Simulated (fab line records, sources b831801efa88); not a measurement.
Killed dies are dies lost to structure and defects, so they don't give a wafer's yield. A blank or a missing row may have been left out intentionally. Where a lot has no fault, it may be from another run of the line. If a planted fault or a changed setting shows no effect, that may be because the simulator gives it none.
Problem report, 8D (eight disciplines) form, completed by code | flow sky130 | the parts of the form that need people (team, actions taken, sign-off) are left out

## 1. THE PROBLEM
Mean of end-station-pressure-torr at SKY_LDD_N_IMPLANT_08: 8.39e-05 Torr across 6 wafers in 2 lots; on wafers with no fault it is 5.33e-06 Torr (standard deviation 2.7e-07). That is +99 or more standard deviations from the usual mean.
Earliest sighting: wafer L645.1 on implanter-01 at day 19 14:02. The record holds 39 wafers of 13 lots with a number at this step. Rule for "out" (also "out of limits"): further than 4 standard deviations from the usual mean. The other wafers with a number count as sound.

## 2. WHAT IT IS, AND WHAT IT ISN'T
question                    | is                                                       | is not
which readings at this step | end-station-pressure-torr, beam-on-s, faraday-current-uA | -
which lots                  | L645, L646                                               | L639, L640, L643, L651, L653, L655, L656, L657, L658, L659, L661
which wafers of those lots  | all that have a number                                   | -
read on which tools         | implanter-01                                             | implanter-02, implanter-03
when                        | from day 19 14:02                                        | up to then (9 sound wafers); but 24 sound wafers of L651, L653, L655, L656, L657, L658, L659, L661 came after

## 3. SUSPECTS, AND WHAT RULES EACH OUT
Counting: a tool stays on the suspect list if, at a process step up to the reading, it processed all lots that are out and no sound lot following the first of them.
- plasma-asher-03 at SKY_POLY_GATE_STRIP_18 (strips in O2/N2): ruled out as a lasting fault. Following L645 (day 18 05:07), the first lot on it that is out, the sound lots L651, L655, L657, L659 were run on it.
- implanter-01 at SKY_LDD_N_IMPLANT_08: ruled out as a lasting fault. Following L645 (day 19 14:02), the first lot on it that is out, the sound lots L653, L655, L659, L658 were run on it.
Left after counting: nothing in the record.

## 4. THE CAUSE (what the simulator had put in)
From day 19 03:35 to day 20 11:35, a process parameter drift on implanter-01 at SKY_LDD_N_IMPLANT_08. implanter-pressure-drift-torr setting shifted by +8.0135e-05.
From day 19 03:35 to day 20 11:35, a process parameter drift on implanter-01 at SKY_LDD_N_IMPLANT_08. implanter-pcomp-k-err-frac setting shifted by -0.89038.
Counting ruled it out, wrongly.

## 5. SEQUENCE OF EFFECTS, ordered by route
Each row: a reading where the mean over the struck wafers with a number is more than 3 standard deviations away from the usual. Readings are gone through only where the record gives a usual standard deviation; hours: the median, over the lots, of the time from a lot's start at the first step in this table giving one to that lot's start at this step; sigmas: the change measured in usual standard deviations.
hours | step                 | reading                   | usual         | on struck wafers | change    | sigmas
0     | SKY_LDD_N_IMPLANT_08 | beam-on-s                 | 9.97 s        | 11.66            | +1.69     | +8.0
0     | SKY_LDD_N_IMPLANT_08 | end-station-pressure-torr | 5.33e-06 Torr | 8.39e-05         | +7.86e-05 | +99 or more
0     | SKY_LDD_N_IMPLANT_08 | faraday-current-uA        | 424           | 360              | -64       | -7.5
Process steps it contains:
- SKY_LDD_N_IMPLANT_08
Later measuring or inspecting steps at which every struck wafer that the step has a row for has a number for every such reading, and none has moved that far: SKY_LDD_P_OVL_MEAS_08.

## 6. WHAT WOULD HAVE CAUGHT IT SOONER
First out-of-limits reading in this record: day 19 14:02, which is 10 hours after fault onset at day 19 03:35.
